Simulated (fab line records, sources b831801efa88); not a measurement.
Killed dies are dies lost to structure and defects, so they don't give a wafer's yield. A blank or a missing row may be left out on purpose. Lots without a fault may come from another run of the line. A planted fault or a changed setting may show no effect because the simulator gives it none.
Problem report in the 8D (eight disciplines) form, filled by code | flow sky130 | the parts of the form that need people (team, actions taken, sign-off) are left out

1. THE PROBLEM
overpolish_run_s at SKY_VIA1_CMP_24 reads a mean of 0.038 s on 6 wafers of 2 lots; wafers without a fault read 15.000 s with a standard deviation of 0.0091. That is -99 or more standard deviations from the usual mean.
The step: polishes, stops on SiO2, t overpolish 15 s, target thk 0 nm.
First seen on wafer L937.3, day 38 16:34, on cmp-02. The record holds 39 wafers of 13 lots with a number at this step. Rule for "out", or "out of limits": more than 4 standard deviations from the usual mean. The other wafers with a number count as sound.

2. WHAT IT IS AND WHAT IT IS NOT
question                    | is                                   | is not
which readings at this step | overpolish_run_s, time_to_endpoint_s | motor_current_A
which lots                  | L937, L938                           | L923, L924, L925, L926, L927, L928, L930, L934, L941, L942, L945
which wafers of those lots  | all that have a number               | -
read on which tools         | cmp-02                               | cmp-01
when                        | from day 38 16:34                    | up to then (24 sound wafers); but 9 sound wafers of L941, L942, L945 came after

3. SUSPECTS, AND WHAT RULES EACH OUT
Counting: a tool at a process step up to the reading stays a suspect if it ran every lot that is out and no sound lot after the first of them.
- cmp-02 at SKY_VIA1_CMP_24 (polishes, stops on SiO2, t overpolish 15 s, target thk 0 nm): kept. It ran every lot that is out, first L937 (day 38 16:34), and no sound lot after that; its last sound lot up to then is L930 (day 36 13:55). Its own readings are out on those wafers: overpolish_run_s, time_to_endpoint_s.
Left after counting: cmp-02 at SKY_VIA1_CMP_24.

4. THE CAUSE (what the simulator had put in)
Process parameter drift: cmp-02, from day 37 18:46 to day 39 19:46, at SKY_VIA1_CMP_24. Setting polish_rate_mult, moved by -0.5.
Counting left only this tool.

5. THE CHAIN OF EFFECTS, in route order
Each row: a reading whose mean over the struck wafers that have a number lies more than 3 standard deviations from the usual. Only readings for which the record gives a usual standard deviation are gone through. hours: the time from each lot's start at the first step in this table that gives one to its start at this step, as a median over the lots. sigmas: the change in usual standard deviations.
hours | step                  | reading              | usual    | on struck wafers | change  | sigmas
0     | SKY_VIA1_CMP_24       | overpolish_run_s     | 15.000 s | 0.038            | -14.962 | -99 or more
0     | SKY_VIA1_CMP_24       | time_to_endpoint_s   | 66 s     | 105              | +39     | +9.6
249   | SKY_PAD_OPEN_PROBE_99 | defect_limited_yield | 82.7 %   | 0.0              | -82.7   | -44
249   | SKY_PAD_OPEN_PROBE_99 | killed_at_M0_to_M3   | 43       | 449              | +406    | +60
249   | SKY_PAD_OPEN_PROBE_99 | killed_dies          | 85       | 492              | +407    | +43
249   | SKY_PAD_OPEN_PROBE_99 | killed_on_rim        | 16       | 96               | +80     | +20
249   | SKY_PAD_OPEN_PROBE_99 | sort_bin_3_pad_short | 0.8 %    | 83.3             | +82.5   | +99 or more
249   | SKY_PAD_OPEN_PROBE_99 | sort_n_pass          | 407      | 0                | -407    | -43
249   | SKY_PAD_OPEN_PROBE_99 | sort_yield_pct       | 82.7 %   | 0.0              | -82.7   | -44
The process steps in it:
- SKY_VIA1_CMP_24: polishes, stops on SiO2, t overpolish 15 s, target thk 0 nm.
- SKY_PAD_OPEN_PROBE_99

6. WHAT WOULD HAVE CAUGHT IT SOONER
In this record the first reading out of limits was taken at day 38 16:34, 22 hours after the fault began at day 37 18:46.
